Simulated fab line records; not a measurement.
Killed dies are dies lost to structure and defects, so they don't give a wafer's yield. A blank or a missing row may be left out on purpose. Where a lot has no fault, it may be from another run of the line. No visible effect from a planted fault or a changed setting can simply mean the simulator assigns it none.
Chamber matching || flow gf180mcu || GF_VT_IMPLANT_CLEAN_44 on wet bench-02: 3 sister chambers
The step cleans in SC1/SC2, time 150 s. 3 wafers are shown with their chamber, then 4 later ones without.

EACH WAFER AND ITS CHAMBER
{"wafer": "L575.3", "chamber": 3, "bath guard temp C (C)": 70.7}
{"wafer": "L590.6", "chamber": 2, "bath guard temp C (C)": 70.1}
{"wafer": "L591.5", "chamber": 1, "bath guard temp C (C)": 69.7}

WAFERS WITH NO CHAMBER GIVEN
{"wafer": "L591.6", "bath guard temp C (C)": 69.6}
{"wafer": "L594.1", "bath guard temp C (C)": 70.0}
{"wafer": "L594.3", "bath guard temp C (C)": 70.0}
{"wafer": "L594.4", "bath guard temp C (C)": 70.1}

CHAMBER TAKEN BY EACH
{"wafer": "L591.6", "from the rows above": 1, "in truth": 1}
{"wafer": "L594.1", "from the rows above": 2, "in truth": 2}
{"wafer": "L594.3", "from the rows above": 2, "in truth": 2}
{"wafer": "L594.4", "from the rows above": 2, "in truth": 2}
Correct placement for 4 of the 4. Number that these rows cannot place: 0. 0 placed wrongly.
How it was worked out, from the rows above alone: a wafer's distance from a chamber is the root of the sum, over the readings, of the square of ((its reading less the chamber's mean) divided by the reading's scatter). If the next closest chamber is less than 2 further off than the closest, the wafer can't be placed; otherwise it belongs to the closest. A chamber's mean is the mean of its shown wafers. The scatter (one wafer shown for each chamber): square how far every hidden wafer sits from the nearest shown wafer, average those squares and take the square root.
